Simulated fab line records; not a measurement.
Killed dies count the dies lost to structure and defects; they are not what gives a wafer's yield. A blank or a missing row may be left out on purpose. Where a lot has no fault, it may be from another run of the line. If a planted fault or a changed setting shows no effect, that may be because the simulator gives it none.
fab line records	flow sky130
record lots=11	wafers=33	lastDay=50
route steps=708 shown GATE_OXIDE@192 LI_CONTACT@376 CAPM@541 METAL5@664
lots untouched by any fault: they come from a run of this same line in which no faults occurred
startH: start of the lot's first displayed wafer, in hours after the record's first day	waitH: hours elapsed since this lot's preceding step	" unchanged from the row above	L1.1+2: a single row standing in for several wafers	- no value present, or no start provided	* or withheld: withheld	< > ~ a bound
route shown NAME@n: NAME is a module with steps in the file, n the number in the route of the first one	usual: mean/standard deviation taken from wafers without a fault	same: alike in all rows	chamber/n: place in a boat	sites: per-site readings	_std_site: standard deviation of those values	_edge_site: inner sites' mean taken away from outer sites' mean	radiusMm: for every site, how far away it sits from the centre of the wafer	mask NAME#n: copy n	behind: the most recent tool/chamber to have shaped the wafer	hold: why the lot was held/for how many hours/how that ended	device: transistor that didn't switch, given as n, p or np	end of line: the route-end tests of the same wafers	step lacking rows: just its recipe	killed: dies lost to structure and defects at the first sort, not the wafer's yield	map: shows each die of a wafer: x if killed, . if not, _ if none is there
set.NAME: the setting the step ran with; set.NAME@STEP: the setting that earlier step ran with	model.NAME: the simulator's own value behind a step, which no gauge read
a sample of lots followed through the steps of the route, with each step as a table and each wafer as a row
services: a tool's chamber out of use, with start hour (startH, from the record's first day; less than 0 if before it), hours out, and reason
## steps
# step SKY_GATE_OXIDE_COAT_05
# recipe resist=NOVOLAK	spinRpm=3000	resistThkNm=1140
# usual chillPlateTempC=23.00/0.11	spinSpeedRpm=3000.3/2.3
lot.wafer	tool	chamber	startH	waitH	chillPlateTempC	spinSpeedRpm
L784.1	lithoTrack-04	0	323.74	0.1	22.97	2997.6
L784.4	"	0	"	"	23.06	2996.4
L784.6	"	0	"	"	23.04	3000.8
L785.1	lithoTrack-01	0	336.53	0.1	22.96	2999.1
L785.3	"	0	"	"	23.08	2999.2
L785.5	"	0	"	"	23.17	3001.1
L787.2	lithoTrack-03	0	341.77	0.1	23.06	2997.3
L787.4	"	0	"	"	22.86	2997.6
L787.6	"	0	"	"	22.98	2997.7
L789.1	lithoTrack-01	0	359.23	0.1	23.04	3003.2
L789.2	"	0	"	"	23.19	3001.7
L789.3	"	0	"	"	23.15	3001.6
L790.2	lithoTrack-03	0	359.37	0.1	22.91	2999.5
L790.5	"	0	"	"	23.03	3000.1
L790.6	"	0	"	"	23.05	3001.7
L791.1	lithoTrack-03	0	371.59	0.1	22.91	2999.4
L791.2	"	0	"	"	22.87	3001.8
L791.3	"	0	"	"	22.99	3005.7
L792.2	lithoTrack-01	0	380.85	0.1	22.95	3003.8
L792.3	"	0	"	"	22.98	3000.9
L792.6	"	0	"	"	23.04	3000.5
L796.1	lithoTrack-04	0	418.09	0.1	22.96	3000.8
L796.2	"	0	"	"	22.92	3000.4
L796.3	"	0	"	"	22.96	2999.1
L797.4	lithoTrack-03	0	423.16	0.1	23.02	3002.5
L797.5	"	0	"	"	23.01	2998.6
L797.6	"	0	"	"	23.00	3005.8
L802.4	lithoTrack-03	0	472.21	0.1	22.89	3002.4
L802.5	"	0	"	"	22.95	3003.8
L802.6	"	0	"	"	22.97	3002.9
L804.1	lithoTrack-03	0	479.64	0.1	23.17	3005.9
L804.5	"	0	"	"	22.98	3006.7
L804.6	"	0	"	"	23.08	3002.2
# step SKY_GATE_OXIDE_STRIP_13
# recipe chemistry=O2/N2	powerW=1400	pressureMtorr=1500	platenTempC=withheld	o2FlowSccm=3000	n2FlowSccm=300	overashFraction=0.5
# usual drypumpMotorCurrentA=5.6/0.48	oesProductAu=0.715/0.0042	stripTimeToEndpointS=14.16/0.036
lot.wafer	tool	chamber	startH	waitH	drypumpMotorCurrentA	oesProductAu	rfHoursCounterH	stripTimeToEndpointS
L784.1	plasmaAsher-01	0	337.41	0.0	5.0	0.715	21	14.15
L784.4	"	1	"	"	5.9	0.718	-	14.11
L784.6	"	0	"	"	5.0	0.715	-	14.16
L785.1	plasmaAsher-04	0	350.47	0.0	6.4	0.718	64	14.20
L785.3	"	1	"	"	6.1	0.719	-	14.20
L785.5	"	1	"	"	6.1	0.716	-	14.18
L787.2	plasmaAsher-04	1	356.18	0.0	6.1	0.706	64	14.19
L787.4	"	0	"	"	6.4	0.714	-	14.18
L787.6	"	1	"	"	6.1	0.719	-	14.18
L789.1	plasmaAsher-01	1	373.73	0.0	5.8	0.717	25	14.13
L789.2	"	0	"	"	5.0	0.717	25	14.16
L789.3	"	0	"	"	5.0	0.715	-	14.18
L790.2	plasmaAsher-04	1	374.03	0.0	6.1	0.710	66	14.15
L790.5	"	0	"	"	6.4	0.717	-	14.15
L790.6	"	1	"	"	6.1	0.708	-	14.12
L791.1	plasmaAsher-02	0	386.76	0.0	5.4	0.712	57	14.22
L791.2	"	1	"	"	5.2	0.718	57	14.22
L791.3	"	1	"	"	5.2	0.718	-	14.25
L792.2	plasmaAsher-01	1	395.83	0.0	5.9	0.722	27	14.18
L792.3	"	1	"	"	5.8	0.710	-	14.22
L792.6	"	1	"	"	5.9	0.716	-	14.22
L796.1	plasmaAsher-04	1	434.09	0.0	6.1	0.728	72	14.13
L796.2	"	0	"	"	6.4	0.720	72	14.10
L796.3	"	0	"	"	6.4	0.719	-	14.16
L797.4	plasmaAsher-01	1	438.85	0.0	5.9	0.720	-	14.16
L797.5	"	1	"	"	5.8	0.716	-	14.17
L797.6	"	0	"	"	5.0	0.720	-	14.21
L802.4	plasmaAsher-02	0	487.60	0.0	5.5	0.509	-	6.61
L802.5	"	1	"	"	5.2	0.719	-	14.16
L802.6	"	0	"	"	5.4	0.508	-	6.58
L804.1	plasmaAsher-02	0	495.98	0.0	5.5	0.715	68	14.14
L804.5	"	0	"	"	5.5	0.712	-	14.15
L804.6	"	1	"	"	5.1	0.513	-	6.62
# step SKY_LI_CONTACT_ETCH_14
# recipe chemistry=N2/H2	target=BARC	ionEnergyEv=200	sourceW=500	biasW=100	pressureMtorr=30	n2FlowSccm=100	h2FlowSccm=200	stopOn=SiO2	timeS=45.9	targetDepthA=600
# usual drypumpMotorCurrentA=5.8/0.41	oesProductAu=0.855/0.0049	throttleValvePct=13.226/0.0095
lot.wafer	tool	chamber	startH	waitH	drypumpMotorCurrentA	oesProductAu	rfHoursCounterH	throttleValvePct
L784.1	rieDiel-04	1	710.60	0.0	4.8	0.854	19	13.233
L784.4	"	3	"	"	5.9	0.855	13	13.222
L784.6	"	2	"	"	5.4	0.855	-	13.218
L785.1	rieDiel-03	2	725.30	0.0	5.9	0.859	4	13.236
L785.3	"	3	"	"	5.7	0.859	41	13.236
L785.5	"	1	"	"	6.2	0.863	-	13.223
L787.2	rieDiel-03	0	729.80	0.0	5.9	0.859	17	13.234
L787.4	"	3	"	"	5.8	0.855	41	13.223
L787.6	"	3	"	"	5.8	0.851	-	13.224
L790.2	rieDiel-01	0	748.18	0.0	5.8	0.854	38	13.222
L790.5	"	0	"	"	5.8	0.857	-	13.217
L790.6	"	3	"	"	5.9	0.863	-	13.232
L789.1	rieDiel-04	2	749.00	0.0	5.4	0.853	7	13.248
L789.2	"	3	"	"	5.9	0.846	14	13.218
L789.3	"	0	"	"	6.3	0.861	9	13.228
L791.1	rieDiel-04	0	757.00	0.0	6.2	0.857	9	13.235
L791.2	"	1	"	"	4.8	0.858	19	13.220
L791.3	"	3	"	"	5.9	0.863	15	13.211
L792.2	rieDiel-01	1	773.85	0.0	6.3	0.853	11	13.213
L792.3	"	2	"	"	5.9	0.851	12	13.235
L792.6	"	3	"	"	6.0	0.847	-	13.233
L796.1	rieDiel-04	3	800.98	0.0	5.9	0.854	16	13.212
L796.2	"	2	"	"	5.4	0.848	9	13.237
L796.3	"	0	"	"	6.2	0.856	10	13.220
L797.4	rieDiel-04	2	808.10	0.0	5.4	0.850	9	13.236
L797.5	"	0	"	"	6.2	0.854	-	13.213
L797.6	"	3	"	"	5.9	0.847	-	13.222
L802.4	rieDiel-04	3	847.75	0.0	5.9	0.856	16	13.229
L802.5	"	1	"	"	4.8	0.844	-	13.235
L802.6	"	0	"	"	6.2	0.844	-	13.221
L804.1	rieDiel-03	1	853.50	0.0	6.2	0.857	3	13.215
L804.5	"	1	"	"	6.2	0.854	-	13.222
L804.6	"	2	"	"	5.9	0.851	-	13.208
# step SKY_CAPM_THK_MEAS_04
# recipe thkMeasGauge=xrf	reads=TiN_of_CAPM_SPUTTER_02
# usual CAPM_TIN_THK=196/3.1
lot.wafer	tool	chamber	startH	waitH	CAPM_TIN_THK[nm]
L784.1	filmMetro-03	-	886.59	0.1	196
L784.4	"	-	"	"	194
L784.6	"	-	"	"	195
L785.1	filmMetro-03	-	900.65	0.1	200
L785.3	"	-	"	"	202
L785.5	"	-	"	"	199
L787.2	filmMetro-02	-	903.46	0.1	198
L787.4	"	-	"	"	195
L787.6	"	-	"	"	196
L790.2	filmMetro-01	-	920.04	0.1	196
L790.5	"	-	"	"	196
L790.6	"	-	"	"	197
L789.1	filmMetro-02	-	921.41	0.1	190
L789.2	"	-	"	"	196
L789.3	"	-	"	"	195
L791.1	filmMetro-01	-	928.55	0.1	199
L791.2	"	-	"	"	198
L791.3	"	-	"	"	198
L792.2	filmMetro-03	-	942.31	0.1	195
L792.3	"	-	"	"	199
L792.6	"	-	"	"	199
L796.1	filmMetro-03	-	968.46	0.1	202
L796.2	"	-	"	"	201
L796.3	"	-	"	"	198
L797.4	filmMetro-01	-	976.37	0.1	195
L797.5	"	-	"	"	195
L797.6	"	-	"	"	199
L802.4	filmMetro-02	-	1010.15	0.1	193
L802.5	"	-	"	"	194
L802.6	"	-	"	"	194
L804.1	filmMetro-02	-	1015.47	0.1	194
L804.5	"	-	"	"	194
L804.6	"	-	"	"	193
# step SKY_METAL5_SPUTTER_03
# recipe material=Ti	targetThkNm=5	powerW=3000	timeS=3.3	chamberPressurePa=0.4
# usual chamberPressurePa=0.3999/0.00071	throttleValvePct=30.3/1.1
lot.wafer	tool	chamber	startH	waitH	chamberPressurePa	throttleValvePct
L784.1	pvdSputter-02	-	1043.09	0.0	0.3998	29.0
L784.4	"	-	"	"	0.4007	30.9
L784.6	"	-	"	"	0.4000	28.9
L785.1	pvdSputter-03	-	1055.73	0.0	0.3996	30.9
L785.3	"	-	"	"	0.4003	28.1
L785.5	"	-	"	"	0.3985	28.9
L787.2	pvdSputter-02	-	1057.30	0.0	0.4005	30.6
L787.4	"	-	"	"	0.3989	29.5
L787.6	"	-	"	"	0.3996	28.9
L790.2	pvdSputter-02	-	1071.32	0.0	0.4001	30.7
L790.5	"	-	"	"	0.3992	31.0
L790.6	"	-	"	"	0.4001	28.9
L789.1	pvdSputter-03	-	1072.04	0.0	0.4000	28.8
L789.2	"	-	"	"	0.4007	30.3
L789.3	"	-	"	"	0.3995	30.8
L791.1	pvdSputter-01	-	1078.29	0.0	0.3992	31.6
L791.2	"	-	"	"	0.3990	31.2
L791.3	"	-	"	"	0.4001	31.5
L792.2	pvdSputter-02	-	1090.12	0.0	0.4000	29.1
L792.3	"	-	"	"	0.4008	29.3
L792.6	"	-	"	"	0.4003	29.7
L796.1	pvdSputter-01	-	1113.47	0.0	0.3983	31.9
L796.2	"	-	"	"	0.4001	31.3
L796.3	"	-	"	"	0.4008	31.1
L797.4	pvdSputter-01	-	1120.05	0.0	0.4010	31.0
L797.5	"	-	"	"	0.4005	31.4
L797.6	"	-	"	"	0.3991	32.0
L802.4	pvdSputter-02	-	1147.90	0.0	0.3991	29.4
L802.5	"	-	"	"	0.3997	29.1
L802.6	"	-	"	"	0.3994	29.9
L804.1	pvdSputter-01	-	1151.21	0.0	0.4005	31.1
L804.5	"	-	"	"	0.4000	31.1
L804.6	"	-	"	"	0.4003	31.5
## services
tool	chamber	startH	hours	kind
rieDiel-04	3	312.49	2.5	repair
pvdSputter-02	-	355.28	3.1	repair
pvdSputter-02	-	376.88	2.7	repair
rieDiel-04	3	420.05	4.7	repair
pvdSputter-02	-	428.82	3.0	repair
rieDiel-04	3	428.94	27.1	repair
rieDiel-04	-	454.90	0.3	repair
rieDiel-04	0	496.57	17.4	repair
rieDiel-04	-	543.28	0.8	repair
pvdSputter-02	-	552.21	8.5	repair
pvdSputter-02	-	569.87	1.5	repair
rieDiel-04	0	576.07	5.1	repair
rieDiel-04	-	613.83	0.1	repair
rieDiel-04	0	666.77	4.9	repair
rieDiel-04	0	697.34	1.5	repair
rieDiel-04	1	737.07	15.9	repair
rieDiel-04	2	737.77	10.9	repair
rieDiel-04	3	810.22	13.3	repair
rieDiel-04	1	855.35	5.1	repair
rieDiel-04	0	910.34	8.0	repair
rieDiel-04	3	933.68	3.7	repair
rieDiel-04	3	1053.67	3.0	repair
rieDiel-04	-	1071.63	2.8	pm
rieDiel-04	1	1130.31	5.7	repair
## key
firstSign step=SKY_GATE_OXIDE_STRIP_13	reading=stripTimeToEndpointS	direction=down	sigmas=99+	usual=*	struck=*
effect step=SKY_GATE_OXIDE_STRIP_13	reading=oesProductAu	direction=down	sigmas=48	usual=0.715	struck=0.510
metAt SKY_GATE_OXIDE_COAT_05
struckLots L802,L804
struckWafers L802.4,L802.6,L804.6
testerLeftOut L802,L804
notActingAt SKY_LI_CONTACT_ETCH_14,SKY_CAPM_THK_MEAS_04,SKY_METAL5_SPUTTER_03
onsetBetween 423.16 472.21
fault kind=processParameterDrift	tool=lithoTrack-03	chamber=-	onsetH=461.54	steps=SKY_GATE_OXIDE_COAT_05	channel=resistThkNm	offset=-644.94	shape=step	endH=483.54	scope=struckWafersOnly	actsIn=theseRecipesOnly	stated=1140
# testerLeftOut: of these lots the tester's yield and bins aren't shown, on N5 and GAA mostly nor the transistor test; their killed dies are dies lost to structure and defects alone, not to doping, threshold or leakage, so they don't give the yield
